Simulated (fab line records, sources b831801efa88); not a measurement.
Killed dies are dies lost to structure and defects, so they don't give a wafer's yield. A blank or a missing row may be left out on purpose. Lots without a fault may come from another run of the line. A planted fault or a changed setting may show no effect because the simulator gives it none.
fab line records | flow gf180mcu
record lots=15 wafers=45 last_day=34
route steps=602 shown V1@350 M2@378 V2@384
lots that met no fault: from a run of the same line without faults
start_h: hours from the record's first day to the start of the lot's first wafer shown | wait_h: hours since the lot's step before | " the same as in the row above | L1.1+2: a row that stands for several wafers | - no value, or no start given | * or withheld: withheld | < > ~ a bound
route shown NAME@n: a module of which the file shows steps, and the number in the route of the first | usual: mean/standard deviation of fault-free wafers | same: alike in all rows | chamber/n: place in a boat | sites: the reading at each site | _std_site: their standard deviation | _edge_site: outer sites' mean less inner sites' | radius_mm: how far each site lies from the wafer's centre | mask NAME#n: copy n | behind: the tool/chamber that last shaped the wafer | hold: why the lot was held/for how many hours/how that ended | device: the transistor (n, p or np) that didn't switch | end of line: the same wafers' tests at the end of the route | a step without rows: its recipe alone | killed: dies lost to structure and defects at the first sort, not the wafer's yield | map: a wafer's dies, x killed, . not, _ none there
set.NAME: the setting as run; set.NAME@STEP: as run at that earlier step | model.NAME: the simulator's own value behind a step, which no gauge read
steps of the route over a sample of lots; a table a step, a row a wafer
services: from which hour (start_h, from the record's first day; less than 0 if before it) a tool's chamber was out of use, for how many hours, and why
## steps
# step GF_V1_OVL_MEAS_15
# usual V1_OVL=1/4.7
# columns lot.wafer tool chamber start_h wait_h V1_OVL[nm]
L801.1 overlay-01 - 419.75 0.1 1
L801.4 " - " " 3
L801.6 " - " " 8
L802.1 overlay-02 - 425.70 0.1 3
L802.2 " - " " 4
L802.3 " - " " -1
L803.2 overlay-02 - 441.60 0.1 6
L803.3 " - " " -4
L803.5 " - " " -6
L805.1 overlay-01 - 468.44 0.1 -6
L805.2 " - " " 12
L805.3 " - " " 10
L806.2 overlay-01 - 483.64 0.1 -6
L806.3 " - " " 2
L806.4 " - " " -8
L809.1 overlay-01 - 501.29 0.1 -4
L809.3 " - " " 0
L809.5 " - " " 1
L810.1 overlay-01 - 517.09 0.1 5
L810.2 " - " " 4
L810.4 " - " " 6
L812.3 overlay-01 - 526.20 0.1 1
L812.4 " - " " 1
L812.6 " - " " -7
L813.2 overlay-01 - 528.10 0.1 9
L813.3 " - " " -2
L813.6 " - " " -1
L814.2 overlay-02 - 538.40 0.1 -5
L814.3 " - " " -2
L814.6 " - " " 4
L815.1 overlay-01 - 548.09 0.1 3
L815.2 " - " " 4
L815.3 " - " " -7
L818.1 overlay-01 - 571.19 0.1 -5
L818.2 " - " " -2
L818.3 " - " " -3
L821.2 overlay-02 - 593.28 0.1 3
L821.4 " - " " 8
L821.5 " - " " 3
L824.3 overlay-01 - 613.30 0.1 1
L824.4 " - " " 3
L824.6 " - " " -2
L823.1 overlay-01 - 615.99 0.1 -1
L823.2 " - " " 6
L823.5 " - " " -1
# step GF_V1_SPUTTER_22
# recipe material=TiN target_thk_nm=10 chamber_pressure_pa=5 power_w=4000 time_s=40
# usual throttle_valve_pct=30.4/0.93
# columns lot.wafer tool chamber start_h wait_h throttle_valve_pct
L801.1 pvd_sputter-04 - 420.54 0.0 29.6
L801.4 " - " " 30.2
L801.6 " - " " 29.2
L802.1 pvd_sputter-01 - 426.45 0.0 31.4
L802.2 " - " " 31.4
L802.3 " - " " 29.3
L803.2 pvd_sputter-02 - 442.35 0.0 32.0
L803.3 " - " " 30.9
L803.5 " - " " 30.6
L805.1 pvd_sputter-01 - 469.31 0.0 29.2
L805.2 " - " " 29.5
L805.3 " - " " 31.4
L806.2 pvd_sputter-02 - 484.39 0.0 30.4
L806.3 " - " " 29.5
L806.4 " - " " 32.2
L809.1 pvd_sputter-01 - 502.05 0.0 29.4
L809.3 " - " " 31.3
L809.5 " - " " 29.5
L810.1 pvd_sputter-01 - 517.85 0.0 29.4
L810.2 " - " " 31.0
L810.4 " - " " 29.3
L812.3 pvd_sputter-04 - 526.96 0.0 30.5
L812.4 " - " " 29.4
L812.6 " - " " 31.2
L813.2 pvd_sputter-04 - 528.87 0.0 31.1
L813.3 " - " " 29.4
L813.6 " - " " 29.4
L814.2 pvd_sputter-02 - 539.19 0.0 30.8
L814.3 " - " " 30.5
L814.6 " - " " 29.5
L815.1 pvd_sputter-04 - 548.85 0.0 31.0
L815.2 " - " " 29.9
L815.3 " - " " 29.3
L818.1 pvd_sputter-02 - 571.95 0.0 30.3
L818.2 " - " " 29.8
L818.3 " - " " 32.2
L821.2 pvd_sputter-04 - 594.04 0.0 29.3
L821.4 " - " " 29.9
L821.5 " - " " 30.1
L824.3 pvd_sputter-04 - 614.05 0.0 31.0
L824.4 " - " " 30.9
L824.6 " - " " 29.4
L823.1 pvd_sputter-01 - 616.75 0.0 29.5
L823.2 " - " " 31.2
L823.5 " - " " 29.3
# step GF_M2_METAL_ETCH_16
# recipe chemistry=Cl2/BCl3 mask_material=KrF target_depth_nm=627.5 stop_on=SiO2 pressure_mtorr=8 icp_w=800 bias_w=140 Cl2_flow_sccm=80 bcl3_flow_sccm=40 time_s=104.6
# usual bcl3_flow_sccm=40.00/0.11 bias_w=140.0/0.45 drypump_motor_current_A=5.55/0.25 he_backside_leak_sccm=3.4/0.31 oes_product_au=0.971/0.0057 throttle_valve_pct=28.251/0.01
# columns lot.wafer tool chamber start_h wait_h bcl3_flow_sccm bias_w drypump_motor_current_A he_backside_leak_sccm oes_product_au rf_hours_counter_h throttle_valve_pct
L801.1 rie_metal-03 1 446.53 0.0 39.78 139.9 5.40 3.5 0.970 7 28.250
L801.4 " 0 " " 40.06 139.7 5.39 3.1 0.972 - 28.254
L801.6 " 0 " " 40.15 140.4 5.41 3.1 0.971 - 28.253
L802.1 rie_metal-01 1 451.93 0.0 40.19 140.0 5.95 3.5 0.968 11 28.257
L802.2 " 0 " " 40.09 139.9 5.31 3.5 0.977 8 28.279
L802.3 " 1 " " 40.17 140.0 5.97 3.3 0.961 - 28.259
L803.2 rie_metal-04 1 467.78 0.0 40.09 139.9 5.62 2.9 0.983 2 28.266
L803.3 " 0 " " 40.18 139.8 5.44 3.4 0.966 - 28.251
L803.5 " 0 " " 40.15 140.7 5.44 3.5 0.970 - 28.252
L805.1 rie_metal-01 0 495.28 0.0 39.90 140.1 5.29 3.5 0.970 10 28.256
L805.2 " 1 " " 39.86 140.8 5.94 3.5 0.976 12 28.241
L805.3 " 1 " " 40.14 140.2 5.94 3.3 0.979 - 28.238
L806.2 rie_metal-03 0 509.85 0.0 40.13 139.7 5.37 2.9 0.970 0 28.245
L806.3 " 0 " " 39.95 139.2 5.39 3.1 0.966 - 28.252
L806.4 " 1 " " 39.79 140.5 5.41 3.5 0.971 - 28.254
L809.1 rie_metal-04 0 526.33 0.0 40.13 140.8 5.47 3.6 0.978 2 28.243
L809.3 " 0 " " 39.96 140.2 5.47 3.6 0.974 - 28.235
L809.5 " 0 " " 40.00 139.8 5.46 3.6 0.974 - 28.236
L810.1 rie_metal-01 1 542.18 0.0 39.92 141.1 5.95 3.3 0.974 0 28.249
L810.2 " 0 " " 39.93 140.8 5.29 3.5 0.973 11 28.255
L810.4 " 1 " " 40.00 140.4 5.96 3.5 0.970 - 28.256
L812.3 rie_metal-03 1 551.59 0.1 40.03 140.4 5.40 3.7 0.973 - 28.251
L812.4 " 0 " " 39.73 139.8 5.40 3.1 0.975 - 28.244
L812.6 " 1 " " 40.05 140.2 5.42 3.7 0.975 - 28.250
L813.2 rie_metal-04 1 552.57 0.0 - - - - - - -
L813.3 " 1 " " - - - - - - -
L813.6 " 1 " " - - - - - - -
L814.2 rie_metal-03 0 563.20 0.0 - - - - - - -
L814.3 " 1 " " - - - - - - -
L814.6 " 1 " " - - - - - - -
L815.1 rie_metal-01 1 572.35 0.0 - - - - - - -
L815.2 " 0 " " - - - - - - -
L815.3 " 1 " " - - - - - - -
L818.1 rie_metal-01 1 593.93 0.0 40.07 140.0 5.98 3.4 0.977 2 28.254
L818.2 " 0 " " 40.09 140.4 5.29 3.5 0.969 13 28.247
L818.3 " 1 " " 40.11 141.1 5.96 3.5 0.975 - 28.260
L821.2 rie_metal-01 1 616.59 0.1 40.17 140.3 5.93 3.2 0.971 - 28.258
L821.4 " 1 " " 39.85 139.6 5.96 5.7 0.966 - 28.247
L821.5 " 1 " " 40.01 139.7 5.95 3.2 0.958 - 28.262
L824.3 rie_metal-01 1 635.81 0.1 39.78 139.5 5.95 3.2 0.965 - 28.228
L824.4 " 0 " " 40.13 139.7 5.31 3.5 0.980 - 28.237
L824.6 " 1 " " 39.84 139.4 5.97 3.2 0.980 - 28.256
L823.1 rie_metal-04 0 638.18 0.0 40.03 139.6 5.43 3.6 0.966 5 28.249
L823.2 " 1 " " 39.98 139.5 5.62 3.5 0.968 6 28.261
L823.5 " 0 " " 39.95 140.0 5.42 3.6 0.960 - 28.243
# step GF_M2_STRIP_17
# recipe chemistry=O2/N2 power_w=1400 pressure_mtorr=1500 platen_temp_c=250 o2_flow_sccm=3000 n2_flow_sccm=300 overash_fraction=0.5
# usual drypump_motor_current_A=5.7/0.46 heater_power_w=314/17 oes_product_au=0.557/0.0053 strip_time_to_endpoint_s=7.86/0.032
# columns lot.wafer tool chamber start_h wait_h drypump_motor_current_A heater_power_w oes_product_au rf_hours_counter_h strip_time_to_endpoint_s
L801.1 plasma_asher-02 1 446.64 0.1 6.5 320 0.563 77 7.89
L801.4 " 0 " " 5.6 338 0.556 - 7.84
L801.6 " 1 " " 6.5 325 0.546 - 7.88
L802.1 plasma_asher-02 0 452.04 0.1 5.6 326 0.557 78 7.85
L802.2 " 1 " " 6.4 317 0.556 78 7.87
L802.3 " 0 " " 5.6 336 0.551 - 7.81
L803.2 plasma_asher-01 1 467.89 0.1 5.4 284 0.556 68 7.80
L803.3 " 0 " " 4.8 314 0.549 - 7.82
L803.5 " 0 " " 4.8 309 0.555 - 7.80
L805.1 plasma_asher-02 0 495.39 0.1 5.6 341 0.557 82 7.83
L805.2 " 1 " " 6.4 324 0.556 82 7.79
L805.3 " 1 " " 6.4 319 0.558 - 7.80
L806.2 plasma_asher-02 0 509.97 0.1 5.6 345 0.565 83 7.88
L806.3 " 1 " " 6.4 322 0.560 - 7.88
L806.4 " 0 " " 5.6 338 0.550 - 7.85
L809.1 plasma_asher-03 1 526.44 0.1 5.7 312 0.552 45 7.83
L809.3 " 0 " " 5.2 300 0.560 - 7.86
L809.5 " 1 " " 5.7 302 0.557 - 7.88
L810.1 plasma_asher-01 0 542.29 0.1 4.8 308 0.558 76 7.82
L810.2 " 1 " " 5.4 278 0.569 76 7.89
L810.4 " 1 " " 5.4 275 0.551 - 7.87
L812.3 plasma_asher-02 0 551.70 0.1 5.6 349 0.555 - 7.85
L812.4 " 1 " " 6.4 327 0.551 - 7.89
L812.6 " 1 " " 6.4 328 0.558 - 7.87
L813.2 plasma_asher-03 0 552.69 0.1 5.2 296 0.660 47 10.21
L813.3 " 0 " " 5.2 305 0.659 - 10.21
L813.6 " 1 " " 5.7 306 0.656 - 10.19
L814.2 plasma_asher-02 0 563.32 0.1 5.6 342 0.653 89 10.22
L814.3 " 0 " " 5.6 342 0.660 - 10.22
L814.6 " 0 " " 5.6 344 0.660 - 10.19
L815.1 plasma_asher-03 1 572.46 0.1 5.7 299 0.654 50 10.20
L815.2 " 0 " " 5.2 303 0.656 50 10.26
L815.3 " 1 " " 5.7 310 0.661 - 10.21
L818.1 plasma_asher-03 0 594.04 0.1 5.2 308 0.564 52 7.89
L818.2 " 1 " " 5.7 314 0.562 52 7.89
L818.3 " 0 " " 5.2 299 0.557 - 7.95
L821.2 plasma_asher-03 1 616.78 0.1 5.7 304 0.565 55 7.90
L821.4 " 1 " " 5.7 311 0.560 - 7.86
L821.5 " 0 " " 5.3 291 0.558 - 7.89
L824.3 plasma_asher-02 1 635.92 0.1 6.4 319 0.554 - 7.90
L824.4 " 0 " " 5.6 337 0.557 - 7.87
L824.6 " 1 " " 6.5 319 0.557 - 7.87
L823.1 plasma_asher-03 1 638.29 0.1 5.7 309 0.561 57 7.88
L823.2 " 0 " " 5.2 302 0.559 57 7.84
L823.5 " 0 " " 5.2 301 0.573 - 7.87
# step GF_V2_CVD_02
# recipe material=SiO2 target_thk_nm=850 precursor=TEOS temp_c=400 time_s=94.851 rf_w=600
# usual heater_power_w=638/86 susceptor_temp_C=399.97/0.24
# columns lot.wafer tool chamber start_h wait_h heater_power_w susceptor_temp_C
L801.1 pecvd-01 1 447.31 0.1 549 400.16
L801.4 " 1 " " 610 400.18
L801.6 " 0 " " 537 400.25
L802.1 pecvd-02 1 452.71 0.1 695 399.53
L802.2 " 0 " " 769 399.76
L802.3 " 2 " " 663 400.01
L803.2 pecvd-04 0 468.57 0.0 575 399.94
L803.3 " 2 " " 507 399.92
L803.5 " 0 " " 594 399.73
L805.1 pecvd-01 0 496.06 0.1 615 400.49
L805.2 " 2 " " 689 400.14
L805.3 " 1 " " 529 399.71
L806.2 pecvd-04 1 510.66 0.0 868 400.10
L806.3 " 0 " " 662 400.29
L806.4 " 2 " " 562 399.96
L809.1 pecvd-02 2 527.11 0.1 615 399.76
L809.3 " 1 " " 675 399.93
L809.5 " 0 " " 790 399.88
L810.1 pecvd-04 0 543.03 0.1 622 399.90
L810.2 " 2 " " 584 400.10
L810.4 " 1 " " 768 400.27
L812.3 pecvd-01 2 552.36 0.0 631 400.25
L812.4 " 2 " " 695 399.93
L812.6 " 1 " " 516 399.86
L818.1 pecvd-01 2 594.72 0.1 661 400.15
L818.2 " 1 " " 566 399.88
L818.3 " 0 " " 590 400.19
L821.2 pecvd-04 2 617.47 0.0 483 399.79
L821.4 " 1 " " 841 400.16
L821.5 " 0 " " 642 399.29
L824.3 pecvd-02 2 636.66 0.1 631 400.19
L824.4 " 1 " " 673 399.85
L824.6 " 2 " " 667 399.78
L823.1 pecvd-01 1 638.96 0.1 630 399.90
L823.2 " 0 " " 679 400.35
L823.5 " 1 " " 520 400.11
## services
# columns tool chamber start_h hours kind
pecvd-04 - 398.04 2.2 repair
pvd_sputter-01 - 403.02 2.1 repair
pvd_sputter-01 - 415.08 2.8 repair
plasma_asher-03 - 419.07 2.9 repair
pvd_sputter-04 - 426.53 5.5 repair
rie_metal-04 - 436.97 0.2 repair
plasma_asher-03 - 451.95 6.2 repair
rie_metal-04 - 454.05 0.6 repair
pecvd-01 - 479.27 0.6 repair
plasma_asher-02 - 479.80 4.0 repair
rie_metal-03 - 484.98 5.4 repair
pecvd-04 0 486.66 10.9 repair
pvd_sputter-04 - 491.04 2.2 repair
pvd_sputter-01 - 495.94 5.4 repair
plasma_asher-03 - 523.42 1.1 repair
pvd_sputter-02 - 523.83 6.7 repair
plasma_asher-02 - 527.15 0.7 repair
rie_metal-04 0 530.74 1.9 repair
pecvd-04 1 544.69 10.9 repair
pvd_sputter-01 - 546.55 2.9 repair
pecvd-04 - 588.78 0.5 repair
rie_metal-03 - 607.84 1.1 repair
pvd_sputter-04 - 617.91 5.6 repair
pvd_sputter-01 - 630.58 2.0 repair
## key
first_sign step=GF_M2_METAL_ETCH_16 reading=tool_record direction=missing
effect step=GF_M2_STRIP_17 reading=strip_time_to_endpoint_s direction=up sigmas=73 usual=* struck=*
met_at GF_M2_METAL_ETCH_16
struck_lots L813,L814,L815
later_rows_left_out L813.2,L813.3,L813.6,L814.2,L814.3,L814.6,L815.1,L815.2,L815.3
sort_left_out L813.2,L813.3,L813.6,L814.2,L814.3,L814.6,L815.1,L815.2,L815.3
not_acting_at GF_V1_OVL_MEAS_15,GF_V1_SPUTTER_22,GF_V2_CVD_02
onset_between 551.59 552.57
fault kind=skipped_step_whole tool=rie_metal-01,rie_metal-03,rie_metal-04 chamber=- onset_h=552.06 steps=GF_M2_METAL_ETCH_16 scope=struck_lots_only
# sort_left_out: the simulated sort isn't trusted on such a fault, so these wafers' sort isn't shown, and their yield isn't known
# later_rows_left_out: the simulator's readings of these wafers behind a module that went badly wrong aren't trusted and aren't shown, but for the sort
